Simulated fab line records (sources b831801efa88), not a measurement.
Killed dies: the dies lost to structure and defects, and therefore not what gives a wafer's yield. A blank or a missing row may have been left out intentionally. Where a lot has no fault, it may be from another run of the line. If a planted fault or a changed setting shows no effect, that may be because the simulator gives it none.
The same fault as seen by 2 desks	flow gf180mcu	only its own numbers are on each desk; what lay behind them is given at the end

== METROLOGY DESK ==
Lot by lot, what the gauges showed, no matter which tool ran the lot: averages of those sampled wafers that carry a number. A lot is out of limits, marked OUT, if its mean lies more than 4 standard deviations from the usual mean; the brackets give that distance.
Columns: A = VT_IMPLANT_01_OVL at GF_VT_IMPLANT_OVL_MEAS_18, usual 0.1 nm; B = DUAL_GATE_OVL at GF_DUAL_GATE_OVL_MEAS_11, usual 1.5 nm; C = POLY_GATE_OVL at GF_POLY_GATE_OVL_MEAS_11, usual 7 nm
lot	first seen here	A	B	C
L660	day 6 06:31	1.1	3.5	3
L661	day 6 11:22	-0.7	0.0	12
L662	day 6 16:31	1.3	1.6	12
L663	day 7 02:14	2.0	2.3	5
L664	day 7 07:10	-1.3	0.5	3
L665	day 7 12:17	1.2	0.9	10
L667	day 8 01:04	1.1	0.4	1
L674	day 10 03:16	-0.8	10.7 (+6.2) OUT	4
L675	day 10 04:44	0.5	12.9 (+7.6) OUT	2
L677	day 10 23:04	0.5	-0.1	-1
L680	day 11 20:34	0.7	0.7	9
L681	day 11 20:49	1.3	3.2	5
L683	day 12 14:38	0.9	3.2	9
This desk finds L674, L675 out of limits, with the earliest case on L674 at day 12 12:52 (DUAL_GATE_OVL at GF_DUAL_GATE_OVL_MEAS_11). In limits: L660, L661, L662, L663, L664, L665, L667, L677, L680, L681, L683.

== AT THE TOOL OWNER'S DESK: iline-stepper-02 ==
The tool's own readings at GF_DUAL_GATE_EXPOSE_08 (exposes mask Dualgate, target cd 700 nm): means of the sampled wafers that have a number, for each lot that ran on this tool. A lot is out of limits, marked OUT, if its mean lies more than 4 standard deviations from the usual mean; the brackets give that distance.
Columns: A = exposure-dose-mJ-cm2 at GF_DUAL_GATE_EXPOSE_08, usual 140.01
lot	first seen here	A
L660	day 7 23:40	139.96
L662	day 8 11:50	140.07
L663	day 8 21:05	140.10
L665	day 9 09:50	140.06
L674	day 12 02:43	139.88
L675	day 12 05:14	140.11
This desk's finding: nothing out of limits on any of the 6 lots.

== BROUGHT TOGETHER ==
An alarm was possible from the metrology desk at day 12 12:52, on L674, L675.
Nothing out of limits was seen by the tool owner's desk.
Tool owner's desk: L674, L675 on record, inside its limits.
GF_DUAL_GATE_EXPOSE_08 was run on iline-stepper-02 by each of the lots named.

== WHAT WAS PUT IN BY THE SIMULATOR ==
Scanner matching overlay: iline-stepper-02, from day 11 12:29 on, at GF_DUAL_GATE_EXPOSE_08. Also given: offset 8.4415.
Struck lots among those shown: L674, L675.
Per desk, hours elapsed from the start of the fault to the first reading out of limits: for the metrology desk, 24.
